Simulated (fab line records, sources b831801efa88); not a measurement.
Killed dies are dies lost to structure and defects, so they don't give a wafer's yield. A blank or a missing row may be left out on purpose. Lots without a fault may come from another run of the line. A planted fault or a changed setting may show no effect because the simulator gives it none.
Which tool did it? | flow gf180mcu | 6 lots, 18 wafers sampled, at 3 steps of a route of 602

WHAT THE GAUGES READ, wafer by wafer
GF_V5_THK_MEAS_25: measures by xrf.
lot  | measured     | on            | V5_W_THK (nm)
L737 | day 27 08:09 | film_metro-03 | 349 352 352
L739 | day 28 07:38 | film_metro-04 | 347 349 356
L743 | day 29 10:52 | film_metro-04 | 349 344 348
L745 | day 30 02:34 | film_metro-03 | 343 349 346
L749 | day 31 09:23 | film_metro-04 | 351 348 351
L757 | day 33 03:21 | film_metro-02 | 358 358 355

WHICH TOOL RAN EACH LOT (tool, then ch and the chambers of the sampled wafers, then the start)
lot  | GF_MIM_SPUTTER_03            | GF_V5_SPUTTER_21
L737 | pvd_sputter-02, day 24 13:37 | pvd_sputter-04, day 27 07:49
L739 | pvd_sputter-02, day 25 14:04 | pvd_sputter-04, day 28 07:17
L743 | pvd_sputter-04, day 26 19:49 | pvd_sputter-03, day 29 10:31
L745 | pvd_sputter-02, day 27 14:13 | pvd_sputter-04, day 30 02:14
L749 | pvd_sputter-02, day 28 22:41 | pvd_sputter-03, day 31 09:02
L757 | pvd_sputter-04, day 30 20:25 | pvd_sputter-01, day 33 03:00
- GF_MIM_SPUTTER_03: material Ti, target thk 10 nm, time 6.7 s.
- GF_V5_SPUTTER_21: material Ti, target thk 15 nm, time 80.02 s.

THE ANSWER, worked out from the rows above alone
Rule: what is usual is taken from the lots themselves. Put in order of their means at a reading, lots are off if they are a third of the lots or fewer, leave a main group of 4 or more, and stand apart from it by a gap of 3 or more times the standard deviation of the main group's means; of several such gaps the widest counts. A main group whose means are all the same, to the digits that the tables above print for the reading, isn't used. A lot without any number at a reading at which 4 lots or more have one is off too. The other lots that the step has rows for count as sound.
No lot is off at any reading shown: from this, nothing can be told.

WHAT THE SIMULATOR HAD PUT IN
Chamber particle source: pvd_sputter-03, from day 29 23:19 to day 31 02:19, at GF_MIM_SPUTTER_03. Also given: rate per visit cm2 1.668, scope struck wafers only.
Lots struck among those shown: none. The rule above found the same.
